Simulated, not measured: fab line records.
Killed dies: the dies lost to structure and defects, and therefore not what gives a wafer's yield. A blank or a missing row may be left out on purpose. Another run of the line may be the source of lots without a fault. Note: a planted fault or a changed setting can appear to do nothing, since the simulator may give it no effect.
Split-lot experiment    flow sfqLine    on a route of 325 steps: 5 lots, 23 wafers read

## THE SPLIT
At SFQ_TRILAYER_JJ_CE_LITHO_PEB_117 (peb time 60 s), the setting pebTempC was moved away from the recipe's 115 C on 10 of the 23 wafers read, by -2.4% to +3.0%. All remaining wafers had this setting at the recipe value.

## FROM SPLIT TO READING: 1 step shown by the file between the two
- SFQ_TRILAYER_JJ_CE_LITHO_DEVELOP_116: time 60 s

## THE READING
cdNm, in nm, at SFQ_TRILAYER_JJ_CE_METRO_MEASURE_117. Fault-free wafers of this fab line usually give 700.3 nm, standard deviation 1.4 nm.

wafer   tool, chamber at the split  pebTempC as run, C  against the recipe  cdNm, nm  against lot-mates on the recipe
L074.1  lithoTrack-04, 0            112.9               -1.8%               741.8     +42.8
L074.2  lithoTrack-04, 0            112.9               -1.8%               741.9     +42.9
L074.3  lithoTrack-04, 0            112.9               -1.8%               740.0     +41.0
L074.5  lithoTrack-04, 0            115                 recipe              698.7     -
L074.6  lithoTrack-04, 0            115                 recipe              699.2     -
L075.1  lithoTrack-02, 0            114                 -0.9%               720.3     +17.8
L075.2  lithoTrack-02, 0            115                 recipe              702.6     -
L075.3  lithoTrack-02, 0            114                 -0.9%               721.8     +19.3
L075.5  lithoTrack-02, 0            114                 -0.9%               720.6     +18.1
L075.6  lithoTrack-02, 0            115                 recipe              702.4     -
L078.1  lithoTrack-03, 0            115                 recipe              699.2     -
L078.2  lithoTrack-03, 0            112.2               -2.4%               756.8     +57.5
L078.3  lithoTrack-03, 0            115                 recipe              698.5     -
L078.4  lithoTrack-03, 0            115                 recipe              700.2     -
L078.5  lithoTrack-03, 0            112.2               -2.4%               757.1     +57.8
L079.2  lithoTrack-03, 0            115                 recipe              699.3     -
L079.4  lithoTrack-03, 0            115                 recipe              699.0     -
L079.6  lithoTrack-03, 0            115                 recipe              699.1     -
L082.2  lithoTrack-04, 0            118.5               +3.0%               643.4     -56.0
L082.3  lithoTrack-04, 0            115                 recipe              699.8     -
L082.4  lithoTrack-04, 0            115                 recipe              699.4     -
L082.5  lithoTrack-04, 0            118.5               +3.0%               644.0     -55.4
L082.6  lithoTrack-04, 0            115                 recipe              699.0     -

FIT RESULTS
A straight line over all 23 wafers: cdNm changes by -20.8 nm for each +1% of pebTempC; r = -0.99; the points scatter about the line by 3 nm.
The same after taking each lot's own level away (the mean of its wafers on the recipe; 23 wafers): -20.8 nm for each +1%; r = -0.99; scatter 3 nm.
According to that fit, moving pebTempC by its largest amount changes the reading by 63 nm.
Measured against the standard deviation above, the lots' own levels, which go from 698.95 to 702.50 nm, span 2.5 times it.
The two slopes are in agreement: the lot-to-lot level therefore moves the slope only a little.
Check: -63.9 nm against its lot-mates is what the line predicts for one of the wafers moved furthest among these (+3.0%) when that wafer is left out of the fit. It came out at -56 nm against them.

## THESE WAFERS: OTHER SPLITS
Before the reading, these wafers also passed through other splits. Each is held against what the fit with the lots' levels taken away leaves over:
other split on the same wafers                  wafers away from the commonest value  r with cdNm (lot level and that fit taken away)
SFQ_TRILAYER_I2_VIA_LITHO_EXPOSE_068 doseMj     4                                     -0.21
SFQ_TRILAYER_M3_LITHO_COAT_080 spinRpm          9                                     -0.36
SFQ_TRILAYER_M3_ETCH_METAL_ETCH_078 icpW        11                                    -0.16
SFQ_TRILAYER_I3_VIA_LITHO_COAT_090 spinRpm      7                                     -0.24
SFQ_TRILAYER_M4_LITHO_PEB_096 pebTimeS          11                                    +0.09
SFQ_TRILAYER_M4_BARC_OPEN_METAL_ETCH_123 biasW  8                                     -0.08
SFQ_TRILAYER_I4_CMP_CMP_100 downForcePsi        5                                     +0.04
SFQ_TRILAYER_I4_VIA_LITHO_PEB_106 pebTempC      9                                     -0.23
SFQ_TRILAYER_JJ_TRILAYER_DEP_SPUTTER_110 timeS  9                                     +0.15
SFQ_TRILAYER_JJ_CE_LITHO_COAT_119 resistThkNm   5                                     -0.21

## THE WHOLE CHAIN: every reading that the file lists as answering this split, in the file's order
step                                  what it does                                               reading                                                   change (the file's fit)               r (the file's)
SFQ_TRILAYER_JJ_CE_METRO_MEASURE_117                                                             cdNm                                                      -20.9 nm for each +1% of the setting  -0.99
SFQ_TRILAYER_JJ_CE_BARC_OPEN_RIE_150  chemistry O2, target BARC, target depth 240 nm, time 80 s  JJ.cdNm (the simulator's own value, which no gauge read)  -20.9 nm for each +1% of the setting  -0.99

## THE FILE'S OWN FIT
cdNm changes by -20.9 nm for each +1% of pebTempC, r = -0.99.
